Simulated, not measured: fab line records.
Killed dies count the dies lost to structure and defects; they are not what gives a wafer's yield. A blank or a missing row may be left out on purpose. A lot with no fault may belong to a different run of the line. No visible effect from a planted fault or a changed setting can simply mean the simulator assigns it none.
Which of the tools did it? -- flow sfq_line -- 15 lots with 45 wafers sampled at 4 steps, on a route of 325 steps

== WHAT THE GAUGES SHOWED, per wafer ==
No reading from a measuring or inspecting step in the record can be judged against a usual standard deviation.

== WHICH TOOL RAN EACH LOT (tool, then ch and the chambers of the sampled wafers, then the start) ==
lot,SFQ_TRILAYER_INCOMING_OXIDATION_002,SFQ_TRILAYER_L0_VIA_BARC_OPEN_VIA_ETCH_021,SFQ_TRILAYER_M1_STRIP_STRIP_043,SFQ_TRILAYER_I1_DEP_PECVD_045
L750,"furnace-01 ch 0, day 1 10:07","rie_diel-03 ch 0,2,3, day 7 22:16","rie_metal-03 ch 0,1, day 23 04:10","pecvd-01 ch 0,1,2, day 23 04:47"
L751,"furnace-02 ch 0, day 1 15:07","rie_diel-01 ch 0,2, day 8 04:15","rie_metal-03 ch 0,1, day 23 12:34","pecvd-01 ch 0,2, day 23 13:10"
L752,"furnace-01 ch 0, day 1 20:07","rie_diel-02 ch 0,1,2, day 8 17:43","rie_metal-03 ch 0,1, day 24 08:58","pecvd-03 ch 0,1, day 24 09:32"
L760,"furnace-02, day 3 12:07","rie_diel-01 ch 2,3, day 11 05:58","rie_metal-02 ch 0,1, day 27 18:44","pecvd-03 ch 0,1, day 27 19:31"
L761,"furnace-01, day 3 17:07","rie_diel-03 ch 1,2, day 11 11:58","rie_metal-01 ch 0,1, day 27 23:32","pecvd-02 ch 0,1,2, day 28 00:19"
L762,"furnace-02, day 3 22:07","rie_diel-02 ch 1,2, day 11 15:34","rie_metal-03 ch 0,1, day 28 04:32","pecvd-01 ch 1,2, day 28 05:07"
L763,"furnace-02 ch 0, day 4 03:07","rie_diel-02 ch 0,1,2, day 11 21:34","rie_metal-02 ch 0,1, day 28 17:32","pecvd-02 ch 0,1,2, day 28 18:19"
L764,"furnace-01 ch 0, day 4 08:07","rie_diel-02 ch 1,2, day 12 09:38","rie_metal-02 ch 0,1, day 29 04:20","pecvd-03 ch 0,1,2, day 29 05:07"
L765,"furnace-02 ch 0, day 4 13:07","rie_diel-02 ch 0,1,2, day 12 15:34","rie_metal-01 ch 0,1, day 29 10:20","pecvd-03 ch 0,2, day 29 11:07"
L766,"furnace-01 ch 0, day 4 18:07","rie_diel-01 ch 0,2,3, day 12 21:34","rie_metal-01 ch 0,1, day 29 14:08","pecvd-01 ch 0,1,2, day 29 14:46"
L767,"furnace-02 ch 0, day 4 23:07","rie_diel-03 ch 0,3, day 13 07:10","rie_metal-01 ch 0,1, day 29 23:32","pecvd-02 ch 0,1, day 30 00:19"
L768,"furnace-01 ch 0, day 5 04:07","rie_diel-03 ch 0,1,2, day 13 13:10","rie_metal-03 ch 0,1, day 30 07:56","pecvd-03 ch 1,2, day 30 08:43"
L769,"furnace-02 ch 0, day 5 09:07","rie_diel-01 ch 1,2,3, day 13 20:22","rie_metal-02 ch 0,1, day 30 12:44","pecvd-01 ch 0,1,2, day 30 13:31"
L771,"furnace-02 ch 0, day 5 19:07","rie_diel-01 ch 0,3, day 14 12:58","rie_metal-02 ch 0,1, day 31 07:48","pecvd-01 ch 0,1,2, day 31 08:23"
L772,"furnace-01 ch 0, day 6 00:07","rie_diel-02 ch 2,3, day 14 16:34","rie_metal-01 ch 0,1, day 31 17:20","pecvd-02 ch 1,2, day 31 17:55"
- SFQ_TRILAYER_INCOMING_OXIDATION_002: target thk 500 nm, ox time 4939 s.
- SFQ_TRILAYER_L0_VIA_BARC_OPEN_VIA_ETCH_021: etches BARC in O2, target depth 125 nm, time 41.7 s.
- SFQ_TRILAYER_M1_STRIP_STRIP_043: strips in O2.
- SFQ_TRILAYER_I1_DEP_PECVD_045: deposits SiO2 from SiH4/N2O, time 111.11 s, target thk 500 nm.

== AS READ BY THE TOOLS THEMSELVES (means over the sampled wafers that have a number; for cases with no such wafer, the mark the record gives instead) ==
SFQ_TRILAYER_INCOMING_OXIDATION_002.
lot,tool,ox_temp_c (C),ox_temp_c_max,spike_tc_lower_C (C),zone_power_lower_pct (%)
L750,furnace-01,1000.1,1004.7,998.9,21.5
L751,furnace-02,1000.0,1004.1,1000.9,20.6
L752,furnace-01,1000.0,1004.7,1000.2,21.6
L760,furnace-02,-,-,-,-
L761,furnace-01,-,-,-,-
L762,furnace-02,-,-,-,-
L763,furnace-02,999.8,1004.2,1001.4,20.6
L764,furnace-01,999.5,1004.8,1000.5,21.5
L765,furnace-02,999.4,1004.2,999.2,20.5
L766,furnace-01,1000.3,1005.5,1000.2,21.3
L767,furnace-02,1000.1,1005.0,998.6,20.7
L768,furnace-01,999.5,1005.3,999.9,21.6
L769,furnace-02,999.8,1004.2,999.5,20.7
L771,furnace-02,999.4,1004.2,1000.1,20.8
L772,furnace-01,999.9,1005.3,999.5,21.4

SFQ_TRILAYER_L0_VIA_BARC_OPEN_VIA_ETCH_021.
lot,tool,drypump_motor_current_A (A),oes_product_au (a.u.)
L750,rie_diel-03,5.7,0.685
L751,rie_diel-01,5.0,0.687
L752,rie_diel-02,5.9,0.682
L760,rie_diel-01,5.3,0.690
L761,rie_diel-03,5.9,0.685
L762,rie_diel-02,6.1,0.685
L763,rie_diel-02,6.0,0.684
L764,rie_diel-02,6.1,0.683
L765,rie_diel-02,5.9,0.686
L766,rie_diel-01,5.0,0.679
L767,rie_diel-03,5.6,0.686
L768,rie_diel-03,5.8,0.684
L769,rie_diel-01,5.4,0.690
L771,rie_diel-01,4.8,0.686
L772,rie_diel-02,5.5,0.688

SFQ_TRILAYER_M1_STRIP_STRIP_043.
lot,tool,drypump_motor_current_A (A),oes_product_au (a.u.),platen_temp_c (C)
L750,rie_metal-03,5.93,0.996,39.96
L751,rie_metal-03,5.94,0.995,40.19
L752,rie_metal-03,5.93,1.004,40.02
L760,rie_metal-02,6.31,1.003,39.99
L761,rie_metal-01,5.73,0.993,39.90
L762,rie_metal-03,5.92,1.000,39.85
L763,rie_metal-02,6.30,0.997,40.13
L764,rie_metal-02,6.33,0.997,40.02
L765,rie_metal-01,5.76,1.003,39.98
L766,rie_metal-01,5.74,0.995,40.08
L767,rie_metal-01,5.78,1.006,40.00
L768,rie_metal-03,6.12,0.999,40.07
L769,rie_metal-02,6.34,1.001,39.94
L771,rie_metal-02,6.36,1.013,39.98
L772,rie_metal-01,5.74,0.996,39.91

SFQ_TRILAYER_I1_DEP_PECVD_045.
lot,tool,heater_power_w (W),showerhead_vpp_V (V),throttle_valve_pct (%)
L750,pecvd-01,84,818,26.5
L751,pecvd-01,86,822,26.6
L752,pecvd-03,80,842,26.1
L760,pecvd-03,78,860,25.9
L761,pecvd-02,73,859,24.9
L762,pecvd-01,90,816,24.2
L763,pecvd-02,77,849,24.9
L764,pecvd-03,84,848,25.3
L765,pecvd-03,84,838,24.7
L766,pecvd-01,92,819,24.4
L767,pecvd-02,91,873,25.6
L768,pecvd-03,83,858,25.4
L769,pecvd-01,85,819,24.4
L771,pecvd-01,91,816,24.4
L772,pecvd-02,87,841,25.9

== THE ANSWER, worked out from the rows above alone ==
Rule: usual is defined by the lots themselves. The widest of any qualifying gaps counts: lots, ordered by their means at a reading, are off when they make up no more than a third of the lots, leave a main group of 4 or more, and stand apart from it by 3 or more times the standard deviation of that group's means. The tables above print the reading to a certain number of digits; a main group whose means all agree to those digits is not used. A lot without any number at a reading at which 4 lots or more have one is off too. Any other lot the step has rows for is counted as sound. First the gauges in route order, then the tools' own readings, where a lot's mean is used as printed above. The first step at which some lot is off is used, and at that step the reading that is off furthest; a lot without a number counts as furthest.
Off: L760, L761, L762, at SFQ_TRILAYER_INCOMING_OXIDATION_002 (ox_temp_c). Without a number there: L760, L761, L762. For the main group the mean is 999.8 C and the standard deviation 0.29.
If a tool, at that step or one of the process steps before it, ran each lot that is off and ran no sound lot following the first of them, it fits. Of those tried, none fits.

== WHAT THE SIMULATOR HAD INSERTED ==
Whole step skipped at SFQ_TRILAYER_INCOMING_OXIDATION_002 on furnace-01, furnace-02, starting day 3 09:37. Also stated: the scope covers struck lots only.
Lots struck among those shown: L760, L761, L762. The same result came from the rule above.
